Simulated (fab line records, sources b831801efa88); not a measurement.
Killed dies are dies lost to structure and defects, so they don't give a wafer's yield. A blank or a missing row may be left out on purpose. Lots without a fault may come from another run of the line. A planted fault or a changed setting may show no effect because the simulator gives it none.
fab line records | flow sky130
record lots=6 wafers=18 last_day=50
route steps=708 shown VT_ADJUST_LVTN@110 VT_ADJUST_NCORE@119 PAD_OPEN@708
lots that met no fault: from a run of the same line without faults
start_h: hours from the record's first day to the start of the lot's first wafer shown | wait_h: hours since the lot's step before | " the same as in the row above | L1.1+2: a row that stands for several wafers | - no value, or no start given | * or withheld: withheld | < > ~ a bound
route shown NAME@n: a module of which the file shows steps, and the number in the route of the first | usual: mean/standard deviation of fault-free wafers | same: alike in all rows | chamber/n: place in a boat | sites: the reading at each site | _std_site: their standard deviation | _edge_site: outer sites' mean less inner sites' | radius_mm: how far each site lies from the wafer's centre | mask NAME#n: copy n | behind: the tool/chamber that last shaped the wafer | hold: why the lot was held/for how many hours/how that ended | device: the transistor (n, p or np) that didn't switch | end of line: the same wafers' tests at the end of the route | a step without rows: its recipe alone | killed: dies lost to structure and defects at the first sort, not the wafer's yield | map: a wafer's dies, x killed, . not, _ none there
set.NAME: the setting as run; set.NAME@STEP: as run at that earlier step | model.NAME: the simulator's own value behind a step, which no gauge read
lots at some steps of the route; a table a step, a row a wafer
services: from which hour (start_h, from the record's first day; less than 0 if before it) a tool's chamber was out of use, for how many hours, and why
## steps
# step SKY_VT_ADJUST_LVTN_COAT_13
# recipe resist=NOVOLAK spin_rpm=3000 resist_thk_nm=1140
# step SKY_VT_ADJUST_LVTN_SOFTBAKE_14
# recipe temp_c=90 time_s=60 resist=NOVOLAK
# step SKY_VT_ADJUST_LVTN_EXPOSE_15
# recipe mask_id=HVN_STD_DERIVED na=0.6 source_shape=conventional sigma_outer=0.6 polarization=unpolarized target_cd_nm=600 dose_mj=163
# step SKY_VT_ADJUST_LVTN_PEB_16
# recipe temp_c=withheld time_s=* resist=NOVOLAK
# step SKY_VT_ADJUST_LVTN_DEVELOP_17
# recipe resist=NOVOLAK developer=TMAH develop_time_s=60 dev_temp_c=23
# step SKY_VT_ADJUST_LVTN_OVL_MEAS_18
# usual VT_ADJUST_LVTN_01_OVL=0.0/1.3
# columns lot.wafer tool chamber start_h wait_h VT_ADJUST_LVTN_01_OVL[nm]
L563.2 overlay-02 - 172.60 0.1 0.2
L563.3 " - " " 0.9
L563.5 " - " " 0.6
L568.1 overlay-01 - 204.70 0.1 0.3
L568.2 " - " " 0.9
L568.6 " - " " -0.7
L573.2 overlay-02 - 241.47 0.1 -1.0
L573.3 " - " " 0.4
L573.6 " - " " -2.0
L575.1 overlay-01 - 252.30 0.1 -0.9
L575.3 " - " " -2.3
L575.6 " - " " -1.2
L581.1 overlay-01 - 297.06 0.1 -0.6
L581.4 " - " " -0.4
L581.6 " - " " 0.2
L584.1 overlay-01 - 319.55 0.1 2.5
L584.3 " - " " 0.7
L584.6 " - " " 2.0
# step SKY_VT_ADJUST_LVTN_IMPLANT_19
# recipe species=B energy_kev=30 dose_cm2=6.5e+11 tilt_deg=withheld
# step SKY_VT_ADJUST_LVTN_STRIP_20
# recipe chemistry=O2/N2 power_w=1400 pressure_mtorr=1500 platen_temp_c=withheld o2_flow_sccm=3000 n2_flow_sccm=300 overash_fraction=0.5
# usual drypump_motor_current_A=6.0/0.65 oes_product_au=0.716/0.0043 strip_time_to_endpoint_s=14.17/0.035
# columns lot.wafer tool chamber start_h wait_h drypump_motor_current_A oes_product_au rf_hours_counter_h strip_time_to_endpoint_s
L563.2 plasma_asher-03 0 172.78 0.1 6.0 0.714 50 14.14
L563.3 " 0 " " 6.1 0.713 - 14.14
L563.5 " 1 " " 6.7 0.718 - 14.18
L568.1 plasma_asher-04 0 204.89 0.1 5.3 0.710 51 14.13
L568.2 " 1 " " 5.5 0.715 51 14.15
L568.6 " 1 " " 5.5 0.722 - 14.17
L573.2 plasma_asher-03 0 241.65 0.1 6.1 0.717 57 14.18
L573.3 " 1 " " 6.6 0.709 - 14.22
L573.6 " 0 " " 6.1 0.715 - 14.18
L575.1 plasma_asher-01 1 252.48 0.1 4.9 0.712 13 14.18
L575.3 " 1 " " 4.9 0.719 - 14.17
L575.6 " 0 " " 6.6 0.713 - 14.18
L581.1 plasma_asher-01 0 297.25 0.1 6.5 0.717 17 14.20
L581.4 " 0 " " 6.5 0.712 - 14.18
L581.6 " 1 " " 4.9 0.717 - 14.19
L584.1 plasma_asher-03 1 319.73 0.1 6.6 0.720 64 14.15
L584.3 " 1 " " 6.6 0.715 - 14.20
L584.6 " 1 " " 6.6 0.711 - 14.15
# step SKY_VT_ADJUST_LVTN_TW_MEAS_21
# usual VT_ADJUST_LVTN_2_TW=187.1/2.1
# columns lot.wafer tool chamber start_h wait_h VT_ADJUST_LVTN_2_TW
L563.2 film_metro-01 - 172.89 0.1 184.3
L563.3 " - " " 184.5
L563.5 " - " " 185.4
L568.1 film_metro-04 - 204.99 0.1 188.4
L568.2 " - " " 189.4
L568.6 " - " " 188.7
L573.2 film_metro-01 - 241.76 0.1 186.4
L573.3 " - " " 185.1
L573.6 " - " " 186.1
L575.1 film_metro-02 - 252.58 0.1 185.5
L575.3 " - " " 186.1
L575.6 " - " " 187.0
L581.1 film_metro-04 - 297.35 0.1 191.0
L581.4 " - " " 189.5
L581.6 " - " " 189.3
L584.1 film_metro-04 - 319.83 0.1 190.0
L584.3 " - " " 189.2
L584.6 " - " " 189.5
# step SKY_VT_ADJUST_NCORE_DEHYDRATE_00
# recipe temp_c=200 time_s=60
# step SKY_VT_ADJUST_NCORE_HMDS_01
# recipe prime_time_s=60 prime_temp_c=120
# step SKY_VT_ADJUST_NCORE_COAT_02
# recipe resist=NOVOLAK spin_rpm=3000 resist_thk_nm=1140
# step SKY_VT_ADJUST_NCORE_SOFTBAKE_03
# recipe temp_c=90 time_s=60 resist=NOVOLAK
# usual heater_power_total_W=56.59/0.044 run_length_s=89.04/0.22
# columns lot.wafer tool chamber start_h wait_h heater_power_total_W run_length_s
L563.2 litho_track-04 0 183.32 0.1 56.59 89.18
L563.3 " 0 " " 56.56 89.06
L563.5 " 0 " " 56.58 89.33
L568.1 litho_track-03 0 215.55 0.1 56.52 88.78
L568.2 " 0 " " 56.56 88.78
L568.6 " 0 " " 56.59 89.01
L573.2 litho_track-03 0 253.27 0.1 56.58 88.97
L573.3 " 0 " " 56.67 88.72
L573.6 " 0 " " 57.28 86.49
L575.1 litho_track-03 0 263.85 0.1 56.63 88.87
L575.3 " 0 " " 56.64 88.65
L575.6 " 0 " " 57.36 86.16
L581.1 litho_track-04 0 310.25 0.1 56.56 89.16
L581.4 " 0 " " 56.65 89.14
L581.6 " 0 " " 56.59 89.11
L584.1 litho_track-01 0 333.54 0.1 56.60 89.09
L584.3 " 0 " " 56.58 89.22
L584.6 " 0 " " 56.57 89.18
# step SKY_VT_ADJUST_NCORE_EXPOSE_04
# recipe mask_id=LVTN_COMPLEMENT_THIN na=0.6 source_shape=conventional sigma_outer=0.6 polarization=unpolarized target_cd_nm=380 dose_mj=139
# step SKY_PAD_OPEN_PROBE_99
# usual killed_at_M0_to_M3=45/7.3 killed_at_M4_up=3.1/1.7 killed_at_contacts=25/5.1 killed_at_front_end=15/4.5 killed_at_other=0.3/0.56 killed_dies=88/9.4 killed_open=47/6.6 killed_short=40/6.9
# same gross_dies=492 killed_at_back_side=0
# columns lot.wafer tool chamber start_h wait_h killed_at_M0_to_M3 killed_at_M4_up killed_at_contacts killed_at_front_end killed_at_other killed_dies killed_open killed_short
L563.2 prober-02 - 1080.30 0.1 44 4 25 11 0 84 38 44
L563.3 prober-02 - 1080.35 0.2 66 4 27 17 0 114 65 49
L563.5 prober-02 - 1080.45 0.2 42 2 27 17 0 88 36 51
L568.1 prober-01 - 1116.86 0.1 41 1 27 22 1 92 52 40
L568.2 prober-01 - 1116.91 0.1 49 3 32 16 1 101 55 46
L568.6 prober-01 - 1117.11 0.2 35 1 32 29 0 97 55 42
L573.2 prober-01 - 1144.94 0.1 45 2 21 23 0 91 43 48
L573.3 prober-01 - 1144.99 0.2 41 6 23 17 0 87 44 43
L573.6 prober-01 - 1145.14 0.2 41 5 26 8 0 80 47 33
# killed by level:class
L563.2 CONTACT:geometric_particle:open=10 VIA1:geometric_particle:open=10 METAL1:geometric_particle:short=7 POLY_GATE:geometric_particle:short=6 CONTACT:geometric_particle:short=5 LI_CONTACT:geometric_particle:open=4 VIA1:geometric_particle:short=4 METAL2:geometric_particle:short=4
L563.3 VIA1:geometric_particle:open=20 METAL2:geometric_particle:short=11 VIA2:geometric_particle:open=10 VIA3:geometric_particle:open=10 CONTACT:geometric_particle:short=8 CONTACT:geometric_particle:open=8 LOCAL_INTERCONNECT:geometric_particle:short=6 FIELD_ISO:geometric_particle:open=4
L563.5 CONTACT:geometric_particle:open=11 VIA1:geometric_particle:short=9 VIA1:geometric_particle:open=9 VIA2:geometric_particle:open=7 CONTACT:geometric_particle:short=6 FIELD_ISO:geometric_particle:short=5 POLY_GATE:geometric_particle:short=5 LI_CONTACT:geometric_particle:short=5
L568.1 CONTACT:geometric_particle:open=10 LI_CONTACT:geometric_particle:open=9 VIA1:geometric_particle:open=8 FIELD_ISO:geometric_particle:short=6 VIA1:geometric_particle:short=6 FIELD_ISO:geometric_particle:open=5 METAL1:geometric_particle:short=5 VIA2:geometric_particle:open=5
L568.2 VIA1:geometric_particle:open=16 VIA2:geometric_particle:open=10 LI_CONTACT:geometric_particle:open=10 CONTACT:geometric_particle:short=9 POLY_GATE:geometric_particle:short=7 CONTACT:geometric_particle:open=6 VIA1:geometric_particle:short=5 LI_CONTACT:geometric_particle:short=4
L568.6 CONTACT:geometric_particle:open=11 VIA1:geometric_particle:open=11 FIELD_ISO:geometric_particle:short=10 LI_CONTACT:geometric_particle:open=10 LI_CONTACT:geometric_particle:short=6 VIA3:geometric_particle:open=6 FIELD_ISO:geometric_particle:open=5 POLY_GATE:geometric_particle:short=5
L573.2 VIA2:geometric_particle:open=9 CONTACT:geometric_particle:open=8 POLY_GATE:geometric_particle:short=7 FIELD_ISO:geometric_particle:short=6 VIA1:geometric_particle:short=6 METAL2:geometric_particle:short=6 VIA3:geometric_particle:open=6 VIA2:geometric_particle:short=5
L573.3 METAL1:geometric_particle:short=8 CONTACT:geometric_particle:open=7 LI_CONTACT:geometric_particle:open=7 VIA1:geometric_particle:open=7 VIA2:geometric_particle:open=5 CONTACT:geometric_particle:short=5 METAL2:geometric_particle:short=5 METAL4:geometric_particle:short=5
L573.6 CONTACT:geometric_particle:open=9 LI_CONTACT:geometric_particle:open=8 VIA1:geometric_particle:open=7 METAL2:geometric_particle:short=7 VIA2:geometric_particle:open=7 VIA3:geometric_particle:open=6 POLY_GATE:geometric_particle:short=4 LOCAL_INTERCONNECT:geometric_particle:short=4
## services
# columns tool chamber start_h hours kind
plasma_asher-03 - 155.52 1.0 repair
plasma_asher-03 - 187.46 2.8 pm
plasma_asher-01 - 294.21 2.9 repair
plasma_asher-03 - 313.73 1.2 repair
## key
first_sign step=SKY_VT_ADJUST_NCORE_SOFTBAKE_03 reading=heater_power_total_W direction=up sigmas=17 usual=* struck=*
effect step=SKY_VT_ADJUST_NCORE_SOFTBAKE_03 reading=run_length_s direction=down sigmas=12 usual=* struck=*
met_at SKY_VT_ADJUST_NCORE_SOFTBAKE_03
struck_wafers L573.6,L575.6
tester_left_out L573,L575
onset_between 215.55 253.27
fault kind=process_parameter_drift tool=litho_track-03 chamber=- onset_h=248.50 steps=SKY_VT_ADJUST_NCORE_SOFTBAKE_03 channel=time_s offset=* shape=step end_h=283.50 scope=struck_wafers_only acts_in=* stated=*
# tester_left_out: of these lots the tester's yield and bins aren't shown, on N5 and GAA mostly nor the transistor test; their killed dies are dies lost to structure and defects alone, not to doping, threshold or leakage, so they don't give the yield
